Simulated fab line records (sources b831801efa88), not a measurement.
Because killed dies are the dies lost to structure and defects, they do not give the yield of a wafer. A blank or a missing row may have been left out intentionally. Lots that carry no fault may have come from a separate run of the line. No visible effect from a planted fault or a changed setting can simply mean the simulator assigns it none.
Struck lot and sound lot, side by side    flow gf180mcu    14 steps out of a route of 602
Sound: the wafers L145.1, L145.3, L145.6. Struck: wafers L132.1, L132.2, L132.6. Last of all comes the cause.
Each step with rows lists, per side, the tool, then ch with its chambers, then its first start. Under that, the readings that differ: sound wafers    struck wafers    difference of the means    sigmas: that difference in standard deviations of wafers without a fault.
alike: a reading whose means differ by less than 2 such deviations, as well as words and numbers matching on both sides. not compared: withheld readings; readings where some wafer has no value; bounds like >300 that might hide an equal value; numbers whose values overlap and for which the record gives no deviation.
Wherever a step has rows on one side only, a row that says differs or no value, or a row with sigmas, the two part there. Numbers that have no deviation but don't overlap get no sigmas and don't part them. Lack of a reading on every wafer of one side parts them only where that side has two or more wafers.

first, 2 steps without rows for these wafers: GF_V5_STRIP_19 (strips in post etch residue remover, time 1200 s); GF_V5_CLEAN_20 (cleans in DIW).
GF_V5_SPUTTER_21: material Ti, target thk 15 nm, time 80.02 s.
  sound: pvd-sputter-04 at day 32 07:47; struck: pvd-sputter-04 at day 28 17:59
  alike: cathode-dc-power-W, chamber-pressure-pa, throttle-valve-pct
then, 1 step without rows for these wafers: GF_V5_SPUTTER_22 (material TiN, target thk 10 nm, time 40 s).
GF_V5_CVD_23: deposits W, target thk 350 nm, time 104.9 s.
  sound on cvd-w-02 ch 0,1, day 32 07:54; struck on cvd-w-02 ch 0,1, day 28 18:05
  alike: heater-power-w
GF_V5_RS_MEAS_24: measures by four-point-probe.
  sound: film-metro-04 at day 32 08:01; struck: film-metro-03 at day 28 18:12
  alike: V5_W_RS
GF_V5_THK_MEAS_25: measures by xrf.
  sound: film-metro-04 at day 32 08:08; struck: film-metro-03 at day 28 18:19
  alike: V5_W_THK
GF_V5_CMP_26: polishes, stops on SiO2, t overpolish 15 s, target thk 0 nm.
  sound on cmp-01 ch 1,2,3, day 32 08:11; struck on cmp-01 ch 0,2, day 28 18:26
  alike: motor-current-A, overpolish-run-s, time-to-endpoint-s
then, 1 step without rows for these wafers: GF_TOP_METAL_SPUTTER_00 (material Ti, target thk 37.5 nm, time 150 s).
GF_TOP_METAL_SPUTTER_01: material TiN, target thk 30 nm, time 25 s.
  sound: pvd-sputter-03 at day 32 08:35; struck: pvd-sputter-02 at day 28 18:47
  alike: cathode-dc-power-W, chamber-pressure-pa, throttle-valve-pct
then, 1 step without rows for these wafers: GF_TOP_METAL_SPUTTER_02 (material AlCu, target thk 900 nm, time 47.82 s).
GF_TOP_METAL_SPUTTER_03: material Ti, target thk 5 nm, time 3.3 s.
  sound: pvd-sputter-03 at day 32 08:40; struck: pvd-sputter-02 at day 28 18:51
  alike: cathode-dc-power-W, chamber-pressure-pa, throttle-valve-pct
GF_TOP_METAL_SPUTTER_04: material TiN, target thk 25 nm, time 20.8 s.
  sound: pvd-sputter-03 at day 32 08:41; struck: pvd-sputter-02 at day 28 18:52
  no value came back on the struck wafers for cathode-dc-power-W (W), chamber-pressure-pa (Pa), throttle-valve-pct (%); on the sound wafers cathode-dc-power-W (W) reads 6500.4 6500.8 6498.9
GF_TOP_METAL_THK_MEAS_06: measures by xrf.
  sound: film-metro-04 at day 32 08:58; struck: film-metro-02 at day 28 22:06
reading                  sound        struck       difference  sigmas
TOP_METAL_ALCU_THK (nm)  886 874 883  924 923 925  +43         +6
  not compared: hold

## WHERE THEY PART
Last at GF_TOP_METAL_THK_MEAS_06 as far as this record goes, first at GF_TOP_METAL_SPUTTER_04.

WHY: what had been put in by the simulator
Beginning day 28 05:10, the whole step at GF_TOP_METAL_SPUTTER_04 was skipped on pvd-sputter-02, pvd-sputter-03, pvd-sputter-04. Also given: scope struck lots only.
